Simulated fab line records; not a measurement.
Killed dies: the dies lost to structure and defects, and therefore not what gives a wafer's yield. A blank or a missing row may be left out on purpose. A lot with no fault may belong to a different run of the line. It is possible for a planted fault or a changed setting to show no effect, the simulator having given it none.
Matching of chambers || flow gf180mcu || GF_V1_CVD_02 on pecvd-04 has 3 sister chambers
The step deposits SiO2 from TEOS, target thk 850 nm, time 94.851 s. 22 wafers are shown with their chamber, then 11 later ones without.

== WAFERS, EACH WITH ITS CHAMBER ==
{"wafer": "L075.2", "chamber": 2, "heaterPowerW (W)": 559}
{"wafer": "L075.4", "chamber": 2, "heaterPowerW (W)": 615}
{"wafer": "L075.6", "chamber": 1, "heaterPowerW (W)": 604}
{"wafer": "L079.3", "chamber": 2, "heaterPowerW (W)": 543}
{"wafer": "L079.4", "chamber": 2, "heaterPowerW (W)": 626}
{"wafer": "L079.6", "chamber": 0, "heaterPowerW (W)": 609}
{"wafer": "L082.4", "chamber": 0, "heaterPowerW (W)": 579}
{"wafer": "L082.5", "chamber": 1, "heaterPowerW (W)": 581}
{"wafer": "L082.6", "chamber": 2, "heaterPowerW (W)": 677}
{"wafer": "L083.4", "chamber": 2, "heaterPowerW (W)": 671}
{"wafer": "L083.5", "chamber": 0, "heaterPowerW (W)": 640}
{"wafer": "L083.6", "chamber": 1, "heaterPowerW (W)": 730}
{"wafer": "L084.1", "chamber": 1, "heaterPowerW (W)": 687}
{"wafer": "L084.3", "chamber": 0, "heaterPowerW (W)": 648}
{"wafer": "L084.4", "chamber": 2, "heaterPowerW (W)": 611}
{"wafer": "L085.1", "chamber": 2, "heaterPowerW (W)": 581}
{"wafer": "L085.3", "chamber": 0, "heaterPowerW (W)": 576}
{"wafer": "L085.5", "chamber": 1, "heaterPowerW (W)": 583}
{"wafer": "L086.4", "chamber": 1, "heaterPowerW (W)": 685}
{"wafer": "L086.5", "chamber": 0, "heaterPowerW (W)": 603}
{"wafer": "L086.6", "chamber": 2, "heaterPowerW (W)": 670}
{"wafer": "L088.2", "chamber": 0, "heaterPowerW (W)": 510}

SIGNATURES, as means of the wafers listed above
{"reading": "heaterPowerW", "chamber 0": 595.00, "chamber 1": 645.00, "chamber 2": 617.00, "scatter within a chamber": 52.7}
Rule: distance of a wafer from a chamber = root of the sum over the readings of ((wafer's reading minus chamber's mean) / reading's scatter) squared. The wafer belongs to the nearest chamber; if the next one is less than 2 further off, it can't be placed. How the scatter is found: for the shown wafers, subtract from each reading the mean of its chamber, square and add these, divide the total by (wafers less chambers), then take the root.

== WAFERS WHOSE CHAMBER IS MISSING ==
{"wafer": "L088.3", "heaterPowerW (W)": 684}
{"wafer": "L088.5", "heaterPowerW (W)": 565}
{"wafer": "L090.1", "heaterPowerW (W)": 609}
{"wafer": "L090.4", "heaterPowerW (W)": 544}
{"wafer": "L090.6", "heaterPowerW (W)": 617}
{"wafer": "L092.1", "heaterPowerW (W)": 621}
{"wafer": "L092.4", "heaterPowerW (W)": 596}
{"wafer": "L092.6", "heaterPowerW (W)": 697}
{"wafer": "L095.2", "heaterPowerW (W)": 674}
{"wafer": "L095.5", "heaterPowerW (W)": 613}
{"wafer": "L095.6", "heaterPowerW (W)": 719}

== WHICH CHAMBER EACH ONE RAN IN ==
{"wafer": "L088.3", "from the rows above": "can't be placed: 1 or 2 or 0", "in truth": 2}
{"wafer": "L088.5", "from the rows above": "can't be placed: 0 or 2 or 1", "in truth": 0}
{"wafer": "L090.1", "from the rows above": "can't be placed: 2 or 0 or 1", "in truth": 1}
{"wafer": "L090.4", "from the rows above": "can't be placed: 0 or 2 or 1", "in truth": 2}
{"wafer": "L090.6", "from the rows above": "can't be placed: 2 or 0 or 1", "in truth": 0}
{"wafer": "L092.1", "from the rows above": "can't be placed: 2 or 1 or 0", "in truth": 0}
{"wafer": "L092.4", "from the rows above": "can't be placed: 0 or 2 or 1", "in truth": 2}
{"wafer": "L092.6", "from the rows above": "can't be placed: 1 or 2 or 0", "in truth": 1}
{"wafer": "L095.2", "from the rows above": "can't be placed: 1 or 2 or 0", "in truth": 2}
{"wafer": "L095.5", "from the rows above": "can't be placed: 2 or 0 or 1", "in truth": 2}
{"wafer": "L095.6", "from the rows above": "can't be placed: 1 or 2 or 0", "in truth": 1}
Placed correctly: 0 of 11. Not placeable from these rows: 11 (in 11, the candidates include the true chamber). Number placed wrongly: 0.
